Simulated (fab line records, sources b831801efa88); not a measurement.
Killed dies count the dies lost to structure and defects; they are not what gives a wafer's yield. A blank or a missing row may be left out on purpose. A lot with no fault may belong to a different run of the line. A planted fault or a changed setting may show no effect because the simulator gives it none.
fab line records	flow sky130
record: lots: 6	wafers: 18	last-day: 50
route steps=708 shown VT_ADJUST_LVTN@111 VT_ADJUST_NCORE@119
lots with no fault: from the same line, run without faults
start-h: the number of hours between the record's first day and the start of the first shown wafer of the lot	wait-h: time in hours since the lot's previous step	" same as the row above	L1.1+2: a single row standing in for several wafers	- value missing, or start not given	* or withheld: withheld	< > ~ a bound
route shown NAME@n: a module of which the file shows steps, and the number in the route of the first	usual: mean/standard deviation of fault-free wafers	same: alike in all rows	chamber/n: place in a boat	sites: per-site readings	_std_site: the values' standard deviation	_edge_site: the outer-site mean with the inner-site mean subtracted	radius-mm: for every site, how far away it sits from the centre of the wafer	mask NAME#n: copy n	behind: the tool/chamber that last shaped the wafer	hold: cause of the lot's hold/its duration in hours/its outcome	device: names the non-switching transistor (n, p or np)	end of line: at the end of the route, the tests of the same wafers	a step with no rows: only its recipe	killed: the dies lost at the first sort to structure and to defects; this is not the yield of the wafer	map: dies across one wafer; x = killed, . = not, _ = none there
set.NAME: the run value of the setting; set.NAME@STEP: its run value at that earlier step	model.NAME: the simulator's own value behind a step, which no gauge read
lots at selected steps of the route; one table per step, one row per wafer
services: from which hour (start-h, from the record's first day; less than 0 if before it) a tool's chamber was out of use, for how many hours, and why
== steps ==
step: SKY_VT_ADJUST_LVTN_SOFTBAKE_14
recipe: temp-c: 90	time-s: 60	resist: NOVOLAK
step: SKY_VT_ADJUST_LVTN_EXPOSE_15
recipe: mask-id: HVN_STD_DERIVED	na: 0.6	source-shape: conventional	sigma-outer: 0.6	polarization: unpolarized	target-cd-nm: 600	dose-mj: 163
step: SKY_VT_ADJUST_LVTN_PEB_16
recipe: temp-c: withheld	time-s: *	resist: NOVOLAK
step: SKY_VT_ADJUST_LVTN_DEVELOP_17
recipe: resist: NOVOLAK	developer: TMAH	develop-time-s: 60	dev-temp-c: 23
step: SKY_VT_ADJUST_LVTN_OVL_MEAS_18
usual: VT_ADJUST_LVTN_01_OVL: 2.1/1.6
lot.wafer	tool	chamber	start-h	wait-h	VT_ADJUST_LVTN_01_OVL[nm]
L732.3	overlay-02	-	190.63	0.1	1.5
L732.4	"	-	"	"	2.2
L732.5	"	-	"	"	0.1
L736.1	overlay-01	-	213.07	0.1	0.2
L736.2	"	-	"	"	0.2
L736.5	"	-	"	"	0.8
L737.1	overlay-02	-	221.31	0.1	4.5
L737.2	"	-	"	"	4.1
L737.4	"	-	"	"	4.4
L738.4	overlay-01	-	227.74	0.1	4.1
L738.5	"	-	"	"	2.1
L738.6	"	-	"	"	3.0
L742.1	overlay-02	-	254.02	0.1	2.7
L742.3	"	-	"	"	1.5
L742.5	"	-	"	"	3.0
L750.1	overlay-02	-	317.36	0.1	3.5
L750.2	"	-	"	"	1.5
L750.4	"	-	"	"	3.8
step: SKY_VT_ADJUST_LVTN_IMPLANT_19
recipe: species: B	energy-kev: 30	dose-cm2: 6.5e+11	tilt-deg: withheld
step: SKY_VT_ADJUST_LVTN_STRIP_20
recipe: chemistry: O2/N2	power-w: 1400	pressure-mtorr: 1500	platen-temp-c: withheld	o2-flow-sccm: 3000	n2-flow-sccm: 300	overash-fraction: 0.5
usual: drypump-motor-current-A: 5.20/0.25	oes-product-au: 0.716/0.0047	strip-time-to-endpoint-s: 14.16/0.042
lot.wafer	tool	chamber	start-h	wait-h	drypump-motor-current-A	oes-product-au	rf-hours-counter-h	strip-time-to-endpoint-s
L732.3	plasma-asher-01	0	190.84	0.1	5.09	0.725	-	14.22
L732.4	"	1	"	"	5.04	0.716	-	14.22
L732.5	"	1	"	"	5.03	0.714	-	14.24
L736.1	plasma-asher-02	1	213.25	0.1	5.68	0.716	41	14.16
L736.2	"	0	"	"	4.94	0.715	41	14.14
L736.5	"	0	"	"	4.94	0.717	-	14.18
L737.1	plasma-asher-02	1	221.50	0.1	5.67	0.720	42	14.19
L737.2	"	0	"	"	4.94	0.716	42	14.15
L737.4	"	1	"	"	5.67	0.721	-	14.16
L738.4	plasma-asher-02	1	227.94	0.1	5.69	0.711	-	14.24
L738.5	"	0	"	"	4.93	0.716	-	14.28
L738.6	"	1	"	"	5.69	0.721	-	14.23
L742.1	plasma-asher-04	1	254.20	0.1	5.35	0.713	12	14.14
L742.3	"	1	"	"	5.39	0.711	-	14.15
L742.5	"	0	"	"	5.12	0.715	-	14.10
L750.1	plasma-asher-02	0	317.55	0.1	4.95	0.714	50	14.19
L750.2	"	1	"	"	5.65	0.722	50	14.27
L750.4	"	0	"	"	4.94	0.713	-	14.22
step: SKY_VT_ADJUST_LVTN_TW_MEAS_21
usual: VT_ADJUST_LVTN_2_TW: 188.1/0.97
lot.wafer	tool	chamber	start-h	wait-h	VT_ADJUST_LVTN_2_TW
L732.3	film-metro-04	-	190.92	0.1	188.5
L732.4	"	-	"	"	189.8
L732.5	"	-	"	"	188.6
L736.1	film-metro-02	-	213.35	0.1	188.4
L736.2	"	-	"	"	188.2
L736.5	"	-	"	"	187.3
L737.1	film-metro-02	-	221.60	0.1	188.6
L737.2	"	-	"	"	188.4
L737.4	"	-	"	"	187.7
L738.4	film-metro-04	-	228.03	0.1	187.4
L738.5	"	-	"	"	188.3
L738.6	"	-	"	"	187.8
L742.1	film-metro-02	-	254.30	0.1	186.3
L742.3	"	-	"	"	186.6
L742.5	"	-	"	"	185.6
L750.1	film-metro-01	-	317.65	0.1	187.9
L750.2	"	-	"	"	187.4
L750.4	"	-	"	"	188.6
step: SKY_VT_ADJUST_NCORE_DEHYDRATE_00
recipe: temp-c: 200	time-s: 60
step: SKY_VT_ADJUST_NCORE_HMDS_01
recipe: prime-time-s: 60	prime-temp-c: 120
step: SKY_VT_ADJUST_NCORE_COAT_02
recipe: resist: NOVOLAK	spin-rpm: 3000	resist-thk-nm: 1140
step: SKY_VT_ADJUST_NCORE_SOFTBAKE_03
recipe: temp-c: 90	time-s: 60	resist: NOVOLAK
step: SKY_VT_ADJUST_NCORE_EXPOSE_04
recipe: mask-id: LVTN_COMPLEMENT_THIN	na: 0.6	source-shape: conventional	sigma-outer: 0.6	polarization: unpolarized	target-cd-nm: 380	dose-mj: 139
usual: exposure-dose-mJ-cm2: 139.01/0.13	focus-offset-nm: -0.1/0.51
lot.wafer	tool	chamber	start-h	wait-h	mask	exposure-dose-mJ-cm2	focus-offset-nm
L732.3	iline-stepper-02	0	201.59	-	LVTN_COMPLEMENT_THIN#0	139.00	-0.7
L732.4	"	0	"	"	LVTN_COMPLEMENT_THIN#0	139.07	-0.6
L732.5	"	0	"	"	LVTN_COMPLEMENT_THIN#0	139.12	0.5
L736.1	iline-stepper-01	0	225.03	-	LVTN_COMPLEMENT_THIN#0	139.29	0.6
L736.2	"	0	"	"	LVTN_COMPLEMENT_THIN#0	139.10	0.4
L736.5	"	0	"	"	LVTN_COMPLEMENT_THIN#0	138.75	0.5
L737.1	iline-stepper-01	-	232.46	-	LVTN_COMPLEMENT_THIN#0	-	-
L737.2	"	-	"	"	LVTN_COMPLEMENT_THIN#0	-	-
L737.4	"	-	"	"	LVTN_COMPLEMENT_THIN#0	-	-
L738.4	iline-stepper-01	-	239.62	-	LVTN_COMPLEMENT_THIN#0	-	-
L738.5	"	-	"	"	LVTN_COMPLEMENT_THIN#0	-	-
L738.6	"	-	"	"	LVTN_COMPLEMENT_THIN#0	-	-
L742.1	iline-stepper-01	0	266.10	-	LVTN_COMPLEMENT_THIN#0	139.12	-0.5
L742.3	"	0	"	"	LVTN_COMPLEMENT_THIN#0	139.00	-1.6
L742.5	"	0	"	"	LVTN_COMPLEMENT_THIN#0	138.92	-1.1
L750.1	iline-stepper-02	0	330.56	-	LVTN_COMPLEMENT_THIN#0	138.91	-1.0
L750.2	"	0	"	"	LVTN_COMPLEMENT_THIN#0	138.91	-0.7
L750.4	"	0	"	"	LVTN_COMPLEMENT_THIN#0	138.94	-0.4
step: SKY_VT_ADJUST_NCORE_PEB_05
recipe: temp-c: withheld	time-s: *	resist: NOVOLAK
== services ==
tool	chamber	start-h	hours	kind
plasma-asher-04	-	190.68	2.8	pm
plasma-asher-02	-	203.49	2.8	pm
plasma-asher-04	-	219.36	8.6	pm
iline-stepper-02	-	238.53	1.7	pm
plasma-asher-02	-	245.44	9.3	repair
iline-stepper-01	-	278.30	1.7	pm
plasma-asher-02	-	303.36	2.0	repair
iline-stepper-01	-	310.56	16.8	repair
== key ==
first-sign: step: SKY_VT_ADJUST_NCORE_EXPOSE_04	reading: tool-record	direction: missing
effect none on later readings
met-at SKY_VT_ADJUST_NCORE_EXPOSE_04
struck-wafers L737.1,L737.2,L737.4,L738.4,L738.5,L738.6
sort-left-out L737.1,L737.2,L737.4,L738.4,L738.5,L738.6
tester-left-out L737,L738
onset-between 225.03 232.46
fault: kind: skipped-step-whole	tool: iline-stepper-01	chamber: -	onset-h: 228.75	steps: SKY_VT_ADJUST_NCORE_EXPOSE_04	scope: struck-lots-only
tester-left-out: of these lots the tester's yield and bins aren't shown, on N5 and GAA mostly nor the transistor test; their killed dies are dies lost to structure and defects alone, not to doping, threshold or leakage, so they don't give the yield
sort-left-out: the simulated sort isn't trusted on such a fault, so these wafers' sort isn't shown, and their yield isn't known
